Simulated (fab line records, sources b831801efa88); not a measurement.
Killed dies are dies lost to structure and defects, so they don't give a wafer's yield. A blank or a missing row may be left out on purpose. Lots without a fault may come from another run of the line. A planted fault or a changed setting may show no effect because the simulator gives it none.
Tool commonality check | flow gf180mcu | 13 lots, 39 wafers sampled

WHY IT WAS OPENED
At GF_V5_THK_MEAS_01 the reading V5_CVD_00_THK is flagged on 2 of 13 lots. Wafers without a fault read 301 nm, standard deviation 3.5.
Rule: a lot is flagged when every wafer of it that has a number lies more than 4 standard deviations from that mean, or none has a number. The other lots count as sound.

lot  | measured     | on            | V5_CVD_00_THK (nm), wafer by wafer | flag
L559 | day 25 16:53 | film_metro-01 | 305 298 301                        |
L560 | day 26 11:58 | film_metro-04 | 299 300 302                        |
L563 | day 27 03:41 | film_metro-03 | 300 301 302                        |
L564 | day 29 09:10 | film_metro-01 | 305 303 305                        |
L565 | day 29 12:03 | film_metro-03 | 303 302 302                        |
L566 | day 29 12:37 | film_metro-03 | 305 300 304                        |
L570 | day 29 19:11 | film_metro-01 | 299 298 300                        |
L571 | day 30 06:24 | film_metro-04 | 261 254 253                        | FLAGGED
L573 | day 31 00:44 | film_metro-01 | 302 305 302                        |
L575 | day 31 13:49 | film_metro-04 | 249 250 252                        | FLAGGED
L577 | day 32 11:00 | film_metro-01 | 308 307 307                        |
L579 | day 32 17:35 | film_metro-01 | 304 301 302                        |
L580 | day 33 03:43 | film_metro-01 | 303 302 303                        |
The numbers of the flagged lots are 253 nm on average: -48 nm against the usual, or -14 standard deviations.

WHICH TOOL RAN EACH LOT
The record holds 3 process steps before the reading, out of a route of 602 steps. In each cell: the tool, then ch and the chambers that the sampled wafers went through, then the start.
lot  | flag    | GF_M3_SPUTTER_04             | GF_M4_SPUTTER_00             | GF_V5_CVD_00
L559 |         | pvd_sputter-02, day 19 16:33 | pvd_sputter-03, day 21 20:05 | hdpcvd-01 ch 0,1,2, day 25 16:50
L560 |         | pvd_sputter-01, day 20 14:38 | pvd_sputter-01, day 22 17:47 | hdpcvd-02 ch 0,2, day 26 11:55
L563 |         | pvd_sputter-02, day 21 08:35 | pvd_sputter-02, day 23 11:07 | hdpcvd-01 ch 0,1, day 27 03:38
L564 |         | pvd_sputter-02, day 24 01:02 | pvd_sputter-02, day 25 22:20 | hdpcvd-02 ch 0,1,2, day 29 09:07
L565 |         | pvd_sputter-04, day 24 04:40 | pvd_sputter-02, day 26 01:08 | hdpcvd-02 ch 0,1,2, day 29 12:01
L566 |         | pvd_sputter-02, day 24 05:58 | pvd_sputter-02, day 26 02:59 | hdpcvd-02 ch 0,1,2, day 29 12:33
L570 |         | pvd_sputter-01, day 24 13:14 | pvd_sputter-03, day 26 09:53 | hdpcvd-01 ch 1,2, day 29 19:08
L571 | FLAGGED | pvd_sputter-02, day 25 01:39 | pvd_sputter-01, day 26 22:07 | hdpcvd-01 ch 1,2, day 30 06:22
L573 |         | pvd_sputter-04, day 25 23:08 | pvd_sputter-02, day 27 18:14 | hdpcvd-02 ch 1,2, day 31 00:41
L575 | FLAGGED | pvd_sputter-01, day 26 14:43 | pvd_sputter-02, day 28 09:15 | hdpcvd-01 ch 1,2, day 31 13:46
L577 |         | pvd_sputter-04, day 27 15:13 | pvd_sputter-02, day 29 07:23 | hdpcvd-02 ch 0,1,2, day 32 10:56
L579 |         | pvd_sputter-01, day 27 23:29 | pvd_sputter-02, day 29 15:01 | hdpcvd-02 ch 0,1,2, day 32 17:32
L580 |         | pvd_sputter-02, day 28 10:30 | pvd_sputter-03, day 30 01:45 | hdpcvd-02 ch 0,1, day 33 03:40
What these steps do:
- GF_M3_SPUTTER_04: material TiN, target thk 50 nm, time 41.7 s.
- GF_M4_SPUTTER_00: material Ti, target thk 37.5 nm, time 150 s.
- GF_V5_CVD_00: deposits SiO2, target thk 300 nm, time 50 s.
- GF_V5_THK_MEAS_01

FLAGGED OVER TOTAL, TOOL BY TOOL (the gauges that took the reading come last)
step              | tool           | lots run | flagged | share of the flagged lots | sound lots run after its first flagged lot
GF_M3_SPUTTER_04  | pvd_sputter-01 | 4        | 1       | some                      | 1 (L579)
GF_M3_SPUTTER_04  | pvd_sputter-02 | 6        | 1       | some                      | 1 (L580)
GF_M3_SPUTTER_04  | pvd_sputter-04 | 3        | 0       | none                      | -
GF_M4_SPUTTER_00  | pvd_sputter-01 | 2        | 1       | some                      | 0
GF_M4_SPUTTER_00  | pvd_sputter-02 | 8        | 1       | some                      | 2 (L577,L579)
GF_M4_SPUTTER_00  | pvd_sputter-03 | 3        | 0       | none                      | -
GF_V5_CVD_00      | hdpcvd-01      | 5        | 2       | all                       | 0
GF_V5_CVD_00      | hdpcvd-02      | 8        | 0       | none                      | -
GF_V5_THK_MEAS_01 | film_metro-01  | 7        | 0       | none                      | -
GF_V5_THK_MEAS_01 | film_metro-03  | 3        | 0       | none                      | -
GF_V5_THK_MEAS_01 | film_metro-04  | 3        | 2       | all                       | 0

WHAT THE TABLE ALLOWS
2 rows of the table ran every flagged lot: hdpcvd-01 at GF_V5_CVD_00, film_metro-04 at GF_V5_THK_MEAS_01.
- hdpcvd-01 at GF_V5_CVD_00: 2 of its 5 lots flagged. Its last sound lot is L570 (day 29 19:08), its first flagged lot L571 (day 30 06:22): a fault that began between those two fits. Its own readings lie more than 4 standard deviations out on every wafer of the flagged lots: sih4_flow_sccm.
- film_metro-04 at GF_V5_THK_MEAS_01: 2 of its 3 lots flagged. Its last sound lot is L560 (day 26 11:58), its first flagged lot L571 (day 30 06:24): a fault that began between those two fits.
Counting lots can't tell these 2 tools apart, because each fits a fault that began at some hour. More lots, or a look at what each step does to the wafer, might.

WHAT THE SIMULATOR HAD PUT IN
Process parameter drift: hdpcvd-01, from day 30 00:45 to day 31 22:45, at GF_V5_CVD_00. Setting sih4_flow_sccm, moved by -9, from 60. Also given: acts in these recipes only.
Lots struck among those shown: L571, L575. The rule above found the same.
